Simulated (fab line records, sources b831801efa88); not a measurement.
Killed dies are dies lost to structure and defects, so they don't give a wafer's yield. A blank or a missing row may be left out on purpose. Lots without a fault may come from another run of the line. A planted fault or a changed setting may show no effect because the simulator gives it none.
Which tool did it? | flow sky130 | 10 lots, 30 wafers sampled, at 2 steps of a route of 708

WHAT THE GAUGES READ, wafer by wafer
SKY_SD_N_RS_MEAS_18: measures by four-point-probe.
lot  | measured     | on            | RES_XHIGH_RS (ohm/sq)
L894 | day 27 19:40 | film_metro-01 | 334.7 334.1 334.7
L895 | day 28 17:51 | film_metro-04 | 335.7 335.9 334.9
L896 | day 28 21:04 | film_metro-01 | 332.8 332.7 334.6
L899 | day 29 15:32 | film_metro-02 | 331.7 331.8 331.7
L910 | day 33 13:32 | film_metro-04 | 334.8 334.6 334.3
L911 | day 33 18:53 | film_metro-04 | 334.1 334.2 333.5
L912 | day 33 23:25 | film_metro-02 | 332.5 332.1 332.0
L914 | day 34 11:36 | film_metro-02 | 332.7 333.3 332.4
L915 | day 34 16:01 | film_metro-04 | 335.9 334.5 335.6
L917 | day 35 20:11 | film_metro-01 | 334.9 334.3 334.5

WHICH TOOL RAN EACH LOT (tool, then ch and the chambers of the sampled wafers, then the start)
lot  | SKY_SD_P_STRIP_10
L894 | plasma_asher-04 ch 0,1, day 25 07:40
L895 | plasma_asher-01 ch 0,1, day 26 07:40
L896 | plasma_asher-02 ch 0,1, day 26 10:38
L899 | plasma_asher-02 ch 1, day 27 06:17
L910 | plasma_asher-02 ch 0,1, day 31 07:08
L911 | plasma_asher-01 ch 0,1, day 31 12:28
L912 | plasma_asher-04 ch 0,1, day 31 17:28
L914 | plasma_asher-02 ch 0,1, day 32 06:16
L915 | plasma_asher-01 ch 1, day 32 11:31
L917 | plasma_asher-02 ch 1, day 33 15:46
- SKY_SD_P_STRIP_10: strips in O2/N2.

THE ANSWER, worked out from the rows above alone
Rule: what is usual is taken from the lots themselves. Put in order of their means at a reading, lots are off if they are a third of the lots or fewer, leave a main group of 4 or more, and stand apart from it by a gap of 3 or more times the standard deviation of the main group's means; of several such gaps the widest counts. A main group whose means are all the same, to the digits that the tables above print for the reading, isn't used. A lot without any number at a reading at which 4 lots or more have one is off too. The other lots that the step has rows for count as sound.
No lot is off at any reading shown: from this, nothing can be told.

WHAT THE SIMULATOR HAD PUT IN
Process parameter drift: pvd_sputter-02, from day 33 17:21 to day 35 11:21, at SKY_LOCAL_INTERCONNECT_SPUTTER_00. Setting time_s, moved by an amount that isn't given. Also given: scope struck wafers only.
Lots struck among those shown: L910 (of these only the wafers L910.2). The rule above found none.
